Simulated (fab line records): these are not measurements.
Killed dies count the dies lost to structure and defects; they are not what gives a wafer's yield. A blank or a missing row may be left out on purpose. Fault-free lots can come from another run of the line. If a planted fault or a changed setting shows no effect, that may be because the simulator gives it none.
fab line records	flow sky130
[record] lots = 6	wafers = 18	last_day = 50
route steps=708 shown NWELL@65 PAD_OPEN@708
lots that met no fault: from a run of the same line without faults
start_h: hours from the record's opening day to when the first of the lot's shown wafers began	wait_h: hours from the lot's prior step to this one	" identical to the entry in the row above	L1.1+2: one row covering several wafers at once	- no value, or no start given	* or withheld: withheld	< > ~ a bound
route shown NAME@n: names a module that has steps shown in the file, with the first one's number in the route	usual: mean/standard deviation of fault-free wafers	same: alike in all rows	chamber/n: place in a boat	sites: each site's reading	_std_site: the standard deviation of these	_edge_site: outer sites' mean less inner sites'	radius_mm: for every site, how far away it sits from the centre of the wafer	mask NAME#n: copy n	behind: tool/chamber where the wafer was last shaped	hold: why the lot was held/for how many hours/how that ended	device: the n, p or np transistor that did not switch	end of line: at the end of the route, the tests of the same wafers	a step with no rows: only its recipe	killed: count of dies lost to structure and defects at first sort (not the wafer's yield)	map: the dies of a wafer, with x for killed, . for not killed, _ for no die there
set.NAME: the setting as run; set.NAME@STEP: as run at that earlier step	model.NAME: the simulator's own value behind a step, which no gauge read
certain route steps with their lots: each step a table, each wafer a row
services: the hour from which a tool's chamber was out of use, counted from the record's first day as start_h (under 0 if before that day), plus the number of hours and why
[[steps]]
[step SKY_NWELL_IMPLANT_12]
[recipe] species = P	energy_kev = 120	dose_cm2 = 1.3e+12	tilt_deg = withheld
[step SKY_NWELL_IMPLANT_13]
[recipe] species = P	energy_kev = 50	dose_cm2 = 7e+11	tilt_deg = withheld
[step SKY_NWELL_STRIP_14]
[recipe] chemistry = O2/N2	power_w = 1400	pressure_mtorr = 1500	platen_temp_c = withheld	o2_flow_sccm = 3000	n2_flow_sccm = 300	overash_fraction = 0.5
[usual] chamber_pressure_mTorr = 1499.8/1.3	drypump_motor_current_A = 5.5/0.48	oes_product_au = 0.723/0.0044	strip_time_to_endpoint_s = 36.93/0.12
lot.wafer	tool	chamber	start_h	wait_h	chamber_pressure_mTorr	drypump_motor_current_A	oes_product_au	rf_hours_counter_h	strip_time_to_endpoint_s
L598.3	plasma_asher-01	0	148.14	0.1	1500.2	5.9	0.727	-	36.88
L598.4	"	1	"	"	1498.8	4.7	0.719	-	36.82
L598.5	"	1	"	"	1502.5	4.7	0.725	-	36.88
L601.1	plasma_asher-02	1	169.50	0.1	1500.3	5.8	0.721	35	36.90
L601.2	"	0	"	"	1498.9	6.1	0.714	35	36.82
L601.4	"	0	"	"	1499.7	6.1	0.730	-	36.95
L604.3	plasma_asher-01	0	181.47	0.1	1502.4	5.9	0.721	-	36.88
L604.4	"	1	"	"	1499.8	4.7	0.729	-	36.93
L604.5	"	0	"	"	1499.8	5.9	0.729	-	36.93
L606.1	plasma_asher-01	0	193.42	0.1	1500.4	5.9	0.716	53	36.97
L606.3	"	1	"	"	1497.4	4.7	0.727	-	37.01
L606.5	"	0	"	"	1499.6	5.9	0.715	-	37.05
L608.1	plasma_asher-03	0	204.30	0.1	1501.7	5.2	0.728	51	36.66
L608.4	"	0	"	"	1499.1	5.2	0.726	-	36.73
L608.6	"	0	"	"	1498.9	5.2	0.725	-	36.69
L610.2	plasma_asher-03	0	211.67	0.1	1500.6	5.2	0.725	52	37.12
L610.5	"	0	"	"	1501.0	5.2	0.723	-	37.00
L610.6	"	1	"	"	1500.1	5.3	0.719	-	36.89
[step SKY_NWELL_TW_MEAS_15]
[usual] NWELL_TW = 1825/17
lot.wafer	tool	chamber	start_h	wait_h	NWELL_TW
L598.3	film_metro-02	-	148.22	0.1	1843
L598.4	"	-	"	"	1846
L598.5	"	-	"	"	1858
L601.1	film_metro-02	-	169.60	0.1	1828
L601.2	"	-	"	"	1820
L601.4	"	-	"	"	1809
L604.3	film_metro-04	-	181.56	0.1	1801
L604.4	"	-	"	"	1812
L604.5	"	-	"	"	1815
L606.1	film_metro-02	-	193.52	0.1	1841
L606.3	"	-	"	"	1844
L606.5	"	-	"	"	1841
L608.1	film_metro-01	-	204.40	0.1	1813
L608.4	"	-	"	"	1812
L608.6	"	-	"	"	1821
L610.2	film_metro-01	-	211.78	0.1	1817
L610.5	"	-	"	"	1819
L610.6	"	-	"	"	1808
[step SKY_NWELL_DEHYDRATE_16]
[recipe] temp_c = 200	time_s = 60
[step SKY_NWELL_HMDS_17]
[recipe] prime_time_s = 60	prime_temp_c = 120
[step SKY_NWELL_COAT_18]
[recipe] spin_rpm = 2000	resist_thk_nm = 3000
[step SKY_NWELL_SOFTBAKE_19]
[recipe] temp_c = 110	time_s = withheld
[step SKY_NWELL_EXPOSE_20]
[recipe] mask_id = NWM_COMPLEMENT	na = 0.6	source_shape = conventional	sigma_outer = 0.6	polarization = unpolarized	target_cd_nm = 840	dose_mj = 260
[step SKY_NWELL_PEB_21]
[recipe] temp_c = 115	time_s = withheld
[step SKY_NWELL_DEVELOP_22]
[recipe] wall_angle_deg = 90	developer = TMAH	develop_time_s = 60	dev_temp_c = 23
[step SKY_NWELL_OVL_MEAS_23]
[usual] NWELL_01_OVL = 0.2/1.7
lot.wafer	tool	chamber	start_h	wait_h	NWELL_01_OVL[nm]
L598.3	overlay-01	-	168.68	-	2.2
L598.4	"	-	"	"	-1.4
L598.5	"	-	"	"	0.3
L601.1	overlay-01	-	189.95	-	0.7
L601.2	"	-	"	"	-2.5
L601.4	"	-	"	"	-1.1
L604.3	overlay-02	-	202.19	-	-0.4
L604.4	"	-	"	"	0.3
L604.5	"	-	"	"	2.0
L606.1	overlay-02	-	214.45	-	1.6
L606.3	"	-	"	"	1.9
L606.5	"	-	"	"	-0.9
L608.1	overlay-01	-	227.02	-	2.9
L608.4	"	-	"	"	2.7
L608.6	"	-	"	"	2.1
L610.2	overlay-02	-	234.72	-	0.0
L610.5	"	-	"	"	2.6
L610.6	"	-	"	"	-0.5
[step SKY_NWELL_IMPLANT_24]
[recipe] species = B	energy_kev = 140	dose_cm2 = 9.2e+12	tilt_deg = withheld
[usual] beam_energy_keV = 140.01/0.043	end_station_pressure_torr = 5.03e-06/2.8e-07
lot.wafer	tool	chamber	start_h	wait_h	beam_energy_keV	end_station_pressure_torr	model.implant.drp_nm
L598.3	implanter-02	0	168.75	0.1	140.00	5.13e-06	95.47
L598.4	"	0	"	"	139.98	5.42e-06	95.47
L598.5	"	0	"	"	140.00	5.18e-06	95.47
L601.1	implanter-01	0	189.99	0.0	139.98	5.18e-06	95.47
L601.2	"	0	"	"	140.01	5.25e-06	95.47
L601.4	"	0	"	"	140.00	4.68e-06	95.47
L604.3	implanter-01	0	202.27	0.1	147.59	5.09e-06	97.34
L604.4	"	0	"	"	147.54	5.47e-06	97.34
L604.5	"	0	"	"	147.47	4.91e-06	97.34
L606.1	implanter-01	0	214.49	0.0	147.49	4.99e-06	97.34
L606.3	"	0	"	"	147.51	4.9e-06	97.34
L606.5	"	0	"	"	147.56	5.28e-06	97.34
L608.1	implanter-04	0	227.05	0.0	139.97	4.94e-06	95.47
L608.4	"	0	"	"	139.98	5.75e-06	95.47
L608.6	"	0	"	"	140.00	5.21e-06	95.47
L610.2	implanter-02	0	234.78	0.0	139.96	5.11e-06	95.47
L610.5	"	0	"	"	139.98	5.14e-06	95.47
L610.6	"	0	"	"	139.95	4.82e-06	95.47
[step SKY_NWELL_STRIP_25]
[recipe] chemistry = O2/N2	power_w = 1400	pressure_mtorr = 1500	platen_temp_c = withheld	o2_flow_sccm = 3000	n2_flow_sccm = 300	overash_fraction = 0.5
[usual] chamber_pressure_mTorr = 1499.9/1.3	drypump_motor_current_A = 5.4/0.45	oes_product_au = 0.723/0.0045	strip_time_to_endpoint_s = 36.93/0.1
lot.wafer	tool	chamber	start_h	wait_h	chamber_pressure_mTorr	drypump_motor_current_A	oes_product_au	rf_hours_counter_h	strip_time_to_endpoint_s
L598.3	plasma_asher-03	0	168.89	0.1	1499.9	5.2	0.720	-	37.00
L598.4	"	1	"	"	1498.7	5.3	0.721	-	36.94
L598.5	"	0	"	"	1501.1	5.2	0.722	-	36.96
L601.1	plasma_asher-03	1	190.14	0.1	1501.3	5.2	0.722	50	36.89
L601.2	"	0	"	"	1500.5	5.2	0.721	50	36.86
L601.4	"	0	"	"	1500.3	5.2	0.726	-	36.91
L604.3	plasma_asher-01	0	202.40	0.1	1500.3	5.8	0.717	-	36.93
L604.4	"	1	"	"	1501.9	4.7	0.722	-	36.96
L604.5	"	0	"	"	1499.3	5.8	0.732	-	37.02
L606.1	plasma_asher-03	1	214.64	0.1	1500.2	5.3	0.717	53	36.91
L606.3	"	1	"	"	1497.2	5.2	0.720	-	36.94
L606.5	"	0	"	"	1501.0	5.2	0.718	-	36.96
L608.1	plasma_asher-03	1	227.20	0.1	1500.0	5.2	0.722	54	37.00
L608.4	"	0	"	"	1499.3	5.2	0.717	-	36.98
L608.6	"	1	"	"	1498.6	5.2	0.724	-	36.91
L610.2	plasma_asher-01	0	234.90	0.1	1501.4	5.8	0.725	57	37.01
L610.5	"	1	"	"	1498.7	4.7	0.724	-	36.99
L610.6	"	0	"	"	1499.4	5.9	0.722	-	36.92
[step SKY_PAD_OPEN_PROBE_99]
[usual] killed_at_M0_to_M3 = 43/7.2	killed_at_M4_up = 3.1/1.8	killed_at_contacts = 24/5.4	killed_at_front_end = 15/4.4	killed_at_other = 0.4/0.56	killed_dies = 86/9.3	killed_open = 47/6.9	killed_short = 39/6.6
[same] gross_dies = 492	killed_at_back_side = 0
lot.wafer	tool	chamber	start_h	wait_h	killed_at_M0_to_M3	killed_at_M4_up	killed_at_contacts	killed_at_front_end	killed_at_other	killed_dies	killed_open	killed_short	model.etest.res_iso_pwell.rs_ohm_sq	model.etest.res_iso_pwell.line_ohm_um	model.etest.field_n.vt_v	model.etest.nfet_05v0_nvt.vt_sat_v	model.etest.nfet_05v0_nvt.body_rise_v	model.etest.nfet_05v0_nvt.vt_v	model.etest.nfet_05v0_nvt.vt_long_v
L598.3	prober-02	-	1138.79	0.2	52	4	21	14	1	92	52	40	2975	1124	35.5	0.3047	0.4002	0.3297	0.2484
L598.4	prober-02	-	1138.84	0.2	54	5	23	7	0	89	47	42	3125	1183	36.13	0.2972	0.3993	0.3198	0.2406
L598.5	prober-02	-	1138.89	0.2	49	2	23	10	0	84	48	36	2982	1126	35.58	0.3023	0.3954	0.3241	0.2407
L601.1	prober-02	-	1158.55	0.1	33	4	26	12	2	77	45	31	3510	1339	35.56	0.3098	0.4175	0.3325	0.249
L601.2	prober-02	-	1158.60	0.1	39	1	34	24	0	98	59	39	3608	1361	35.65	0.3017	0.4132	0.3267	0.2436
L601.4	prober-02	-	1158.70	0.2	42	1	33	19	0	95	55	40	3582	1375	35.64	0.3069	0.4108	0.3282	0.2474
L604.3	prober-01	-	1178.25	0.2	52	3	14	12	0	81	37	44	2844	1081	35.58	0.2875	0.3926	0.313	0.2314
L604.4	prober-01	-	1178.30	0.2	47	3	29	22	0	101	54	47	2868	1088	35.9	0.2809	0.386	0.3038	0.2187
L604.5	prober-01	-	1178.35	0.2	29	1	19	19	1	69	42	26	2856	1069	35.84	0.2839	0.391	0.311	0.2235
L606.1	prober-01	-	1181.15	0.1	40	5	27	15	0	87	49	38	2688	1008	35.43	0.2785	0.3913	0.3085	0.224
L606.3	prober-01	-	1181.25	0.2	58	0	14	14	0	86	44	42	2606	981.7	34.81	0.2794	0.3933	0.3067	0.2266
L606.5	prober-01	-	1181.35	0.2	47	2	15	17	0	81	52	29	2667	989.9	35.25	0.2762	0.3877	0.3004	0.2238
L608.1	prober-01	-	1184.60	0.1	41	3	20	10	0	74	36	38	3212	1205	35.78	0.2974	0.4034	0.3245	0.2434
L608.4	prober-01	-	1184.75	0.2	46	2	21	12	1	82	48	34	3008	1143	35.35	0.2989	0.3986	0.3239	0.2428
L608.6	prober-01	-	1184.85	0.2	36	3	28	14	1	82	52	30	3212	1207	36.06	0.3034	0.4057	0.3306	0.2517
L610.2	prober-01	-	1196.75	0.1	35	5	14	18	2	74	44	28	3147	1189	36.42	0.2923	0.3966	0.3164	0.2327
L610.5	prober-01	-	1196.90	0.2	44	6	16	12	1	79	37	40	3173	1209	36.39	0.2843	0.395	0.3117	0.2282
L610.6	prober-01	-	1196.95	0.2	36	2	29	10	1	78	43	34	3186	1206	36.31	0.2899	0.3981	0.3175	0.2324
// killed by level:class
L598.3 VIA1:geometric_particle:open=15 VIA1:geometric_particle:short=9 VIA2:geometric_particle:open=9 METAL2:geometric_particle:short=7 LOCAL_INTERCONNECT:geometric_particle:short=6 LI_CONTACT:geometric_particle:open=5 CONTACT:geometric_particle:open=5 POLY_GATE:geometric_particle:open=4
L598.4 VIA1:geometric_particle:open=11 CONTACT:geometric_particle:open=9 VIA3:geometric_particle:open=9 METAL1:geometric_particle:short=6 VIA1:geometric_particle:short=5 VIA3:geometric_particle:short=4 LI_CONTACT:geometric_particle:open=4 LOCAL_INTERCONNECT:geometric_particle:short=4
L598.5 VIA1:geometric_particle:open=14 METAL1:geometric_particle:short=11 CONTACT:geometric_particle:open=9 METAL2:geometric_particle:short=5 LI_CONTACT:geometric_particle:open=5 VIA2:geometric_particle:open=5 FIELD_ISO:geometric_particle:open=4 LOCAL_INTERCONNECT:geometric_particle:short=4
L601.1 VIA2:geometric_particle:open=11 CONTACT:geometric_particle:open=8 VIA1:geometric_particle:open=7 CONTACT:geometric_particle:short=6 LI_CONTACT:geometric_particle:open=5 FIELD_ISO:geometric_particle:short=4 POLY_GATE:geometric_particle:open=4 VIA3:geometric_particle:open=4
L601.2 VIA1:geometric_particle:open=11 CONTACT:geometric_particle:open=10 LI_CONTACT:geometric_particle:open=9 FIELD_ISO:geometric_particle:open=6 POLY_GATE:geometric_particle:open=6 CONTACT:geometric_particle:short=6 VIA2:geometric_particle:open=6 POLY_GATE:geometric_particle:short=5
L601.4 LI_CONTACT:geometric_particle:open=9 CONTACT:geometric_particle:open=9 VIA2:geometric_particle:open=9 VIA1:geometric_particle:open=8 VIA2:geometric_particle:short=7 FIELD_ISO:geometric_particle:open=6 CONTACT:geometric_particle:short=6 METAL1:geometric_particle:short=6
L604.3 VIA1:geometric_particle:short=12 VIA1:geometric_particle:open=8 METAL2:geometric_particle:short=6 METAL3:geometric_particle:short=5 FIELD_ISO:geometric_particle:short=5 VIA3:geometric_particle:open=5 CONTACT:geometric_particle:open=5 VIA2:geometric_particle:open=5
L604.4 VIA1:geometric_particle:open=13 CONTACT:geometric_particle:open=12 VIA2:geometric_particle:open=8 METAL2:geometric_particle:short=7 VIA3:geometric_particle:open=7 FIELD_ISO:geometric_particle:short=6 CONTACT:geometric_particle:short=6 POLY_GATE:geometric_particle:short=5
L604.5 VIA1:geometric_particle:open=10 POLY_GATE:geometric_particle:short=8 VIA2:geometric_particle:open=6 CONTACT:geometric_particle:open=6 CONTACT:geometric_particle:short=5 LI_CONTACT:geometric_particle:open=4 POLY_GATE:geometric_particle:open=3 METAL1:geometric_particle:short=3
L606.1 VIA1:geometric_particle:open=11 LI_CONTACT:geometric_particle:open=8 LOCAL_INTERCONNECT:geometric_particle:short=7 VIA2:geometric_particle:open=7 VIA3:geometric_particle:open=7 FIELD_ISO:geometric_particle:open=5 POLY_GATE:geometric_particle:short=4 METAL4:geometric_particle:short=4
L606.3 VIA1:geometric_particle:open=14 METAL2:geometric_particle:short=10 METAL1:geometric_particle:short=8 VIA2:geometric_particle:open=7 CONTACT:geometric_particle:open=6 VIA1:geometric_particle:short=5 LI_CONTACT:geometric_particle:open=4 VIA3:geometric_particle:short=4
L606.5 VIA2:geometric_particle:open=12 VIA1:geometric_particle:open=11 CONTACT:geometric_particle:open=8 METAL2:geometric_particle:short=7 LI_CONTACT:geometric_particle:open=6 METAL1:geometric_particle:short=6 FIELD_ISO:geometric_particle:short=5 POLY_GATE:geometric_particle:open=5
L608.1 VIA1:geometric_particle:open=10 LI_CONTACT:geometric_particle:open=6 VIA3:geometric_particle:open=6 CONTACT:geometric_particle:open=5 METAL1:geometric_particle:short=5 METAL2:geometric_particle:short=5 FIELD_ISO:geometric_particle:short=4 CONTACT:geometric_particle:short=4
L608.4 VIA1:geometric_particle:open=8 VIA2:geometric_particle:open=8 VIA3:geometric_particle:open=6 CONTACT:geometric_particle:open=6 METAL2:geometric_particle:short=6 VIA2:geometric_particle:short=6 LOCAL_INTERCONNECT:geometric_particle:short=5 LI_CONTACT:geometric_particle:open=5
L608.6 VIA1:geometric_particle:open=11 LI_CONTACT:geometric_particle:open=10 CONTACT:geometric_particle:open=9 METAL2:geometric_particle:short=6 POLY_GATE:geometric_particle:open=4 LI_CONTACT:geometric_particle:short=4 FIELD_ISO:geometric_particle:open=3 LOCAL_INTERCONNECT:geometric_particle:short=3
L610.2 VIA1:geometric_particle:open=9 LI_CONTACT:geometric_particle:open=8 POLY_GATE:geometric_particle:open=6 VIA2:geometric_particle:open=5 VIA1:geometric_particle:short=4 VIA3:geometric_particle:open=4 FIELD_ISO:geometric_particle:short=3 METAL1:geometric_particle:short=3
L610.5 VIA3:geometric_particle:open=7 VIA2:geometric_particle:open=7 VIA1:geometric_particle:open=6 LI_CONTACT:geometric_particle:open=5 VIA2:geometric_particle:short=5 FIELD_ISO:geometric_particle:open=4 LOCAL_INTERCONNECT:geometric_particle:short=4 METAL1:geometric_particle:short=4
L610.6 CONTACT:geometric_particle:open=10 VIA3:geometric_particle:open=10 VIA1:geometric_particle:open=9 LI_CONTACT:geometric_particle:open=7 CONTACT:geometric_particle:short=6 POLY_GATE:geometric_particle:open=4 FIELD_ISO:geometric_particle:short=3 LI_CONTACT:geometric_particle:short=3
[[services]]
tool	chamber	start_h	hours	kind
implanter-01	-	124.52	2.6	repair
plasma_asher-03	-	133.71	0.7	repair
implanter-04	-	143.94	7.8	repair
implanter-04	-	172.24	4.9	repair
implanter-01	-	204.51	7.7	pm
implanter-04	-	216.18	1.2	repair
[[key]]
[first_sign] step = SKY_NWELL_IMPLANT_24	reading = beam_energy_keV	direction = up	sigmas = 99+	usual = *	struck = *
effect none on later readings
[model_effect] step = SKY_NWELL_IMPLANT_24	value = implant.drp_nm	without = 95.47	struck = 97.34
[model_effect] step = SKY_PAD_OPEN_PROBE_99	value = etest.res_iso_pwell.rs_ohm_sq	without = 3120	struck = 2755
met_at SKY_NWELL_IMPLANT_24
struck_wafers L604.3,L604.4,L604.5,L606.1,L606.3,L606.5
tester_left_out L604,L606
onset_between 189.99 202.27
[fault] kind = process_parameter_drift	tool = implanter-01	chamber = -	onset_h = 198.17	steps = SKY_NWELL_IMPLANT_24	channel = energy_kev	offset = *	shape = step	end_h = 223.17	acts_in = *	stated = *
// tester_left_out: of these lots the tester's yield and bins aren't shown, on N5 and GAA mostly nor the transistor test; their killed dies are dies lost to structure and defects alone, not to doping, threshold or leakage, so they don't give the yield
